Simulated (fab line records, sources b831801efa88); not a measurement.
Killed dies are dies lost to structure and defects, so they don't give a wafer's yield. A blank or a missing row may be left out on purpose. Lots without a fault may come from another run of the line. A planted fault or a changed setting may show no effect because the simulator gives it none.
Chamber matching | flow gf180mcu | GF_V3_ETCH_16 on rie_diel-01: 4 sister chambers
The step etches BARC in N2/H2. 16 wafers are shown with their chamber, then 8 later ones without.

WAFERS WITH THEIR CHAMBER
wafer  | chamber | drypump_motor_current_A (A) | chamber_pressure_mTorr (mTorr) | rf_fwd_power_W (W)
L075.1 | 0       | 5.1                         | 30.003                         | 494.7
L075.2 | 1       | 5.1                         | 29.983                         | 494.9
L075.3 | 3       | 6.0                         | 30.018                         | 497.1
L076.1 | 0       | 5.2                         | 29.998                         | 492.6
L076.2 | 2       | 5.6                         | 30.029                         | 498.2
L076.3 | 1       | 5.1                         | 29.974                         | 494.0
L077.4 | 3       | 6.0                         | 29.999                         | 497.1
L077.5 | 1       | 5.1                         | 30.002                         | 497.0
L077.6 | 2       | 5.6                         | 30.045                         | 495.1
L081.1 | 3       | 6.0                         | 29.963                         | 498.1
L081.2 | 0       | 5.2                         | 30.008                         | 494.2
L081.4 | 2       | 5.6                         | 30.016                         | 496.5
L086.4 | 0       | 5.1                         | 29.998                         | 495.5
L086.5 | 1       | 5.1                         | 29.968                         | 498.1
L086.6 | 3       | 5.9                         | 29.990                         | 497.4
L090.2 | 1       | 5.1                         | 30.001                         | 498.7

SIGNATURES (means of the wafers above)
reading                 | chamber 0 | chamber 1 | chamber 2 | chamber 3 | scatter within a chamber
drypump_motor_current_A | 5.150     | 5.100     | 5.600     | 5.975     | 0.0382
chamber_pressure_mTorr  | 30.00175  | 29.98560  | 30.03000  | 29.99250  | 0.0159
rf_fwd_power_W          | 494.250   | 496.540   | 496.600   | 497.425   | 1.48
Rule: a wafer's distance from a chamber is the root of the sum, over the readings, of the square of ((its reading less the chamber's mean) divided by the reading's scatter). The wafer belongs to the nearest chamber; if the next one is less than 2 further off, it can't be placed. The scatter: the root of (the sum of the squares of (reading less its chamber's mean) over the shown wafers, divided by (wafers less chambers)).

WAFERS WITHOUT THEIR CHAMBER
wafer  | drypump_motor_current_A (A) | chamber_pressure_mTorr (mTorr) | rf_fwd_power_W (W)
L090.4 | 5.1                         | 29.983                         | 499.9
L090.6 | 5.2                         | 30.028                         | 496.7
L094.1 | 5.2                         | 30.020                         | 497.0
L094.3 | 5.6                         | 30.032                         | 498.3
L094.4 | 6.0                         | 29.981                         | 496.7
L097.1 | 5.1                         | 30.000                         | 497.3
L097.3 | 5.6                         | 30.030                         | 496.1
L097.5 | 5.1                         | 30.036                         | 496.5

WHICH CHAMBER EACH WENT THROUGH
wafer  | from the rows above     | in truth
L090.4 | can't be placed: 1 or 0 | 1
L090.6 | can't be placed: 0 or 1 | 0
L094.1 | can't be placed: 0 or 1 | 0
L094.3 | 2                       | 2
L094.4 | 3                       | 3
L097.1 | can't be placed: 1 or 0 | 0
L097.3 | 2                       | 2
L097.5 | can't be placed: 0 or 1 | 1
Placed correctly: 3 of 8. Can't be placed from these rows: 5 (the true chamber is among the candidates in 5). Placed wrongly: 0.
